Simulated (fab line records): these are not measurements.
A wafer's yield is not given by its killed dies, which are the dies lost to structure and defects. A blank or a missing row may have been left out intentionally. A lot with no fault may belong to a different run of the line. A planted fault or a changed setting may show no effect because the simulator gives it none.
A struck lot beside a sound one :: flow gf180mcu :: 14 out of 602 route steps
Sound: these wafers, L779.1, L779.4, L779.5. The struck wafers were L781.2, L781.5, L781.6. The cause is given at the end.
At each step with rows: each side's tool, then ch and its chambers, then its first start. Under that, the readings that differ: sound wafers :: struck wafers :: difference of the means :: sigmas: that difference in standard deviations of wafers without a fault.
alike: same words and numbers on both sides, and readings whose means sit less than 2 such deviations apart. not compared: any withheld reading, any reading some wafer has no value for, any bound like >300 that may hide the same value, and any number with overlapping values for which the record gives no deviation.
A row with sigmas, a row that says differs or no value, or rows on one side alone: a step with any of these is where the two part. Numbers that don't overlap but have no deviation are shown without sigmas and don't part them. A reading that every wafer of one side lacks parts them only if that side has two wafers or more.

GF_STI_THK_MEAS_24:
  struck on filmMetro-02, day 5 10:32; sound on filmMetro-03, day 4 23:15
  alike: STI_CVD_23_THK
GF_STI_CMP_25: polishes, stops on Si3N4, t overpolish 33 s, target thk 524.6 nm.
  sound on cmp-02 ch 0,2,3, day 4 23:25; struck on cmp-01 ch 0,2,3, day 5 10:44
  alike: motorCurrentA, overpolishRunS, timeToEndpointS
then, 4 steps without rows for these wafers: GF_STI_WET_ETCH_26 (etches SiO2 in dHF, target depth 94 nm, time 188 s); GF_STI_WET_ETCH_27 (etches Si3N4 in H3PO4, target depth 160 nm, time 1825 s); GF_STI_WET_ETCH_28 (etches SiO2 in dHF, target depth 20 nm, time 40 s); GF_STI_OXIDATION_29 (stabilise 600 s, purge 300 s, target thk 10 nm).
GF_STI_THK_MEAS_30:
  struck on filmMetro-04, day 5 13:01; sound on filmMetro-03, day 5 01:37
  alike: STI_OXIDATION_02_THK
then, 5 steps without rows for these wafers: GF_DNWELL_DEHYDRATE_00 (time 60 s); GF_DNWELL_HMDS_01 (prime time 60 s); GF_DNWELL_COAT_02 (resist thk 3000 nm); GF_DNWELL_SOFTBAKE_03; GF_DNWELL_EXPOSE_04 (exposes mask DNWELL, target cd 1700 nm).
GF_DNWELL_PEB_05:
  struck on lithoTrack-02, day 6 03:00; sound on lithoTrack-02 ch 0, day 5 15:00
  no value came back on the struck wafers for chillPlateTempC (C), exhaustPa (Pa); on the sound wafers chillPlateTempC (C) reads 22.99 22.99 23.19
then, 1 step without rows for these wafers: GF_DNWELL_DEVELOP_06 (develop time 60 s).

## WHERE THEY PART
GF_DNWELL_PEB_05 only, going by this record.

WHY: the cause the simulator had injected
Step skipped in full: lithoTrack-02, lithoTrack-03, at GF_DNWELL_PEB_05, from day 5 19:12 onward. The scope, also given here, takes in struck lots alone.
